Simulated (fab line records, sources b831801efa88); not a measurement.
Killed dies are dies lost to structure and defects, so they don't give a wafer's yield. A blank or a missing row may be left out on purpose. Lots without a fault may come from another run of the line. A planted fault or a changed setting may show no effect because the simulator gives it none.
Which tool did it? | flow gf180mcu | 13 lots, 39 wafers sampled, at 5 steps of a route of 602

WHAT THE GAUGES READ, wafer by wafer
GF_HV_LDD_CD_MEAS_07: target cd 400 nm.
lot  | measured     | on        | cd_nm (nm)
L772 | day 9 21:17  | cd_sem-01 | 402.3 403.1 402.6
L773 | day 10 05:21 | cd_sem-02 | 400.3 399.6 401.0
L774 | day 10 15:38 | cd_sem-01 | 398.5 399.4 401.2
L775 | day 10 19:56 | cd_sem-01 | 398.3 400.8 401.0
L776 | day 11 07:01 | cd_sem-01 | 400.1 398.4 398.6
L777 | day 11 12:06 | cd_sem-01 | 397.1 396.5 397.0
L778 | day 11 21:50 | cd_sem-01 | 400.4 401.3 400.4
L779 | day 12 05:58 | cd_sem-02 | 401.5 402.2 400.8
L786 | day 14 10:50 | cd_sem-01 | 398.6 399.5 399.6
L790 | day 15 13:28 | cd_sem-02 | 400.3 399.0 398.8
L791 | day 15 21:46 | cd_sem-02 | 396.5 396.9 398.5
L793 | day 16 16:55 | cd_sem-01 | 398.6 398.1 399.6
L795 | day 17 02:08 | cd_sem-02 | 398.0 398.9 399.0

GF_HV_LDD_OVL_MEAS_08.
lot  | measured     | on         | HV_LDD_OVL (nm)
L772 | day 9 21:24  | overlay-02 | 2.1 2.2 1.3
L773 | day 10 05:28 | overlay-01 | -0.2 0.5 0.9
L774 | day 10 15:45 | overlay-02 | 0.3 -0.6 -0.5
L775 | day 10 20:03 | overlay-01 | 2.6 2.6 1.6
L776 | day 11 07:08 | overlay-02 | 2.3 2.0 2.2
L777 | day 11 12:12 | overlay-02 | 0.2 -0.6 -0.5
L778 | day 11 21:57 | overlay-01 | 0.3 -0.2 -0.7
L779 | day 12 06:04 | overlay-02 | 0.4 -0.4 2.4
L786 | day 14 10:57 | overlay-01 | -0.3 1.6 1.0
L790 | day 15 13:35 | overlay-01 | 1.0 -0.1 1.1
L791 | day 15 21:52 | overlay-02 | -0.6 -2.6 -1.4
L793 | day 16 17:02 | overlay-01 | 0.3 0.3 -0.4
L795 | day 17 02:15 | overlay-01 | 0.3 0.1 1.0

GF_HV_LDD_THK_MEAS_55.
lot  | measured     | on            | HV_LDD_CVD_54_THK (nm)
L772 | day 12 07:28 | film_metro-03 | 10.04 10.03 10.02
L773 | day 12 15:18 | film_metro-04 | 10.19 10.19 10.11
L774 | day 13 03:31 | film_metro-03 | 10.06 10.24 10.10
L775 | day 13 08:48 | film_metro-03 | 10.17 10.38 10.19
L776 | day 13 19:33 | film_metro-02 | 9.93 9.94 9.86
L777 | day 14 01:46 | film_metro-02 | 9.76 10.00 9.88
L778 | day 14 12:15 | film_metro-03 | 10.15 9.80 10.14
L779 | day 14 23:07 | film_metro-03 | 9.99 10.02 10.10
L786 | day 17 06:36 | film_metro-02 | 4.49 4.39 4.34
L790 | day 18 13:16 | film_metro-04 | 9.89 9.84 9.89
L791 | day 18 22:02 | film_metro-02 | 9.91 10.00 10.02
L793 | day 19 19:13 | film_metro-02 | 10.31 10.20 10.18
L795 | day 20 04:12 | film_metro-03 | 9.97 10.00 10.03

GF_SAB_CD_MEAS_09: target cd 420 nm.
lot  | measured     | on        | cd_nm (nm)
L772 | day 14 23:28 | cd_sem-01 | 419.2 417.8 417.1
L773 | day 15 06:40 | cd_sem-01 | 421.8 423.2 421.8
L774 | day 15 21:28 | cd_sem-01 | 418.8 417.4 418.0
L775 | day 16 02:12 | cd_sem-01 | 422.5 420.3 421.5
L776 | day 16 14:16 | cd_sem-01 | 418.2 419.0 418.0
L777 | day 16 21:38 | cd_sem-01 | 420.4 419.4 422.0
L778 | day 17 09:25 | cd_sem-01 | 415.4 415.0 417.9
L779 | day 17 22:01 | cd_sem-02 | 419.1 417.3 419.2
L786 | day 20 08:34 | cd_sem-02 | 420.5 422.6 422.5
L790 | day 21 15:23 | cd_sem-02 | 414.2 415.6 414.7
L791 | day 22 01:19 | cd_sem-01 | 423.3 423.3 423.9
L793 | day 22 20:22 | cd_sem-02 | 416.5 417.2 420.1
L795 | day 23 05:01 | cd_sem-02 | 418.7 421.3 420.2

WHICH TOOL RAN EACH LOT (tool, then ch and the chambers of the sampled wafers, then the start)
lot  | GF_HV_LDD_CVD_54
L772 | lpcvd-01 ch 1, day 12 06:27
L773 | lpcvd-02 ch 0, day 12 14:17
L774 | lpcvd-01 ch 0, day 13 01:59
L775 | lpcvd-01 ch 0, day 13 07:47
L776 | lpcvd-01 ch 1, day 13 18:32
L777 | lpcvd-02 ch 0, day 14 00:44
L778 | lpcvd-02 ch 1, day 14 11:14
L779 | lpcvd-01 ch 1, day 14 21:34
L786 | lpcvd-02 ch 0, day 17 05:35
L790 | lpcvd-01 ch 0, day 18 11:44
L791 | lpcvd-01 ch 0, day 18 20:29
L793 | lpcvd-01 ch 1, day 19 18:12
L795 | lpcvd-01 ch 0, day 20 03:11
- GF_HV_LDD_CVD_54: deposits SiO2 from TEOS, target thk 10 nm, time 75 s.

WHAT THE TOOLS THEMSELVES READ (means of the sampled wafers that have a number; where no wafer has one, the mark that the record gives instead)
GF_HV_LDD_CVD_54.
lot  | tool     | zone_power_bottom_pct (%)
L772 | lpcvd-01 | 17.5
L773 | lpcvd-02 | 15.4
L774 | lpcvd-01 | 19.7
L775 | lpcvd-01 | 19.5
L776 | lpcvd-01 | 17.4
L777 | lpcvd-02 | 15.5
L778 | lpcvd-02 | 15.2
L779 | lpcvd-01 | 17.5
L786 | lpcvd-02 | 15.6
L790 | lpcvd-01 | 19.5
L791 | lpcvd-01 | 19.5
L793 | lpcvd-01 | 17.5
L795 | lpcvd-01 | 19.7

THE ANSWER, worked out from the rows above alone
Rule: what is usual is taken from the lots themselves. Put in order of their means at a reading, lots are off if they are a third of the lots or fewer, leave a main group of 4 or more, and stand apart from it by a gap of 3 or more times the standard deviation of the main group's means; of several such gaps the widest counts. A main group whose means are all the same, to the digits that the tables above print for the reading, isn't used. A lot without any number at a reading at which 4 lots or more have one is off too. The other lots that the step has rows for count as sound. The gauges are gone through in route order, then the tools' own readings, and for those a lot's mean is taken as printed above. The first step at which some lot is off is used, and at that step the reading that is off furthest; a lot without a number counts as furthest.
Off: L786, at GF_HV_LDD_THK_MEAS_55 (HV_LDD_CVD_54_THK). The main group: mean 10.04 nm, standard deviation 0.12.
A tool fits if, at a process step before that reading, it ran every lot that is off, and no sound lot after the first of them. The gauges at GF_HV_LDD_THK_MEAS_55 are tried like those tools. One fits: lpcvd-02 at GF_HV_LDD_CVD_54. Its last sound lot is L778 (day 14 11:14), its first lot that is off L786 (day 17 05:35): a fault that began between those two fits.

WHAT THE SIMULATOR HAD PUT IN
Process parameter drift: lpcvd-02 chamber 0, from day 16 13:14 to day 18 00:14, at GF_HV_LDD_CVD_54. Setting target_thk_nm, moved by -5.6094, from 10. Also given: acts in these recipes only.
Lots struck among those shown: L786. The rule above found the same.
